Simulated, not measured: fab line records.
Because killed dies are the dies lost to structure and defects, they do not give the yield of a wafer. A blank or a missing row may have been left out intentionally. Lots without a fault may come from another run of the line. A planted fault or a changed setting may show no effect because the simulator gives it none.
Problem report, 8D (eight disciplines) form, completed by code :: flow sfq_line :: the parts of the form that need people (team, actions taken, sign-off) are left out

1. WHAT WENT WRONG
rf_fwd_power_W at SFQ_TRILAYER_I3_DEP_PECVD_081 reads a mean of 211.8 W on 2 wafers of 2 lots; wafers without a fault read 182.2 W with a standard deviation of 0.67. That puts it +44 standard deviations away from the usual mean.
The step: deposits SiO2 from SiH4/N2O, time 111.11 s, target thk 500 nm.
First observed at day 46 15:07: wafer L268.6, on pecvd-04. The record holds 42 wafers of 14 lots with a number at this step. By rule, "out" or "out of limits" means more than 4 standard deviations away from the usual mean. The other wafers with a number count as sound.

2. WHAT IT IS AND WHAT IT IS NOT
question: which readings at this step
is: rf_fwd_power_W
is not: heater_power_w, throttle_valve_pct

question: which lots
is: L268, L270
is not: L261, L262, L264, L265, L266, L269, L276, L277, L279, L280, L281, L284

question: which wafers of those lots
is: L268.6, L270.1
is not: L268.3, L268.5, L270.2, L270.5

question: read on which tools
is: pecvd-04
is not: pecvd-01, pecvd-02

question: when
is: from day 46 15:07
is not: up to then (17 sound wafers); but 23 sound wafers of L269, L270, L276, L277, L279, L280, L281, L284 came after

3. THE SUSPECTS, EACH WITH WHAT RULES IT OUT
Counting: a tool at a process step up to the reading stays a suspect if it ran every lot that is out. Sound lots after the first of them don't rule it out here, since some wafers of a struck lot are sound.
- pecvd-04 at SFQ_TRILAYER_I3_DEP_PECVD_081 (deposits SiO2 from SiH4/N2O, time 111.11 s, target thk 500 nm): kept. Every lot that is out went through it, the first being L268 (day 46 15:07); the last sound lot it ran before that was L265 (day 45 06:59). On those wafers its own readings are out: rf_fwd_power_W.
- At SFQ_TRILAYER_I3_DEP_PECVD_081, inside pecvd-04: chamber 2 took the wafers that are out, while their sound lot-mates went through chambers 0, 1.
Left after counting: pecvd-04 at SFQ_TRILAYER_I3_DEP_PECVD_081.

4. THE CAUSE (what the simulator had put in)
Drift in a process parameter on pecvd-04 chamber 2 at SFQ_TRILAYER_I3_DEP_PECVD_081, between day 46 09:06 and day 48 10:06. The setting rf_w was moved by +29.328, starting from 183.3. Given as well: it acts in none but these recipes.
Counting left only this tool.

5. THE EFFECT CHAIN, in route order
Each row: a reading whose mean over the struck wafers that have a number lies more than 3 standard deviations from the usual. Only readings for which the record gives a usual standard deviation are gone through. hours: the time from each lot's start at the first step in this table that gives one to its start at this step, as a median over the lots. sigmas: the change in usual standard deviations.
hours: 0
step: SFQ_TRILAYER_I3_DEP_PECVD_081
reading: rf_fwd_power_W
usual: 182.2 W
on struck wafers: 211.8
change: +29.6
sigmas: +44
Its process steps:
- SFQ_TRILAYER_I3_DEP_PECVD_081: deposits SiO2 from SiH4/N2O, time 111.11 s, target thk 500 nm.

6. WHAT WOULD HAVE CAUGHT IT SOONER
First out-of-limits reading in this record: day 46 15:07, which is 6 hours after fault onset at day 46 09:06.
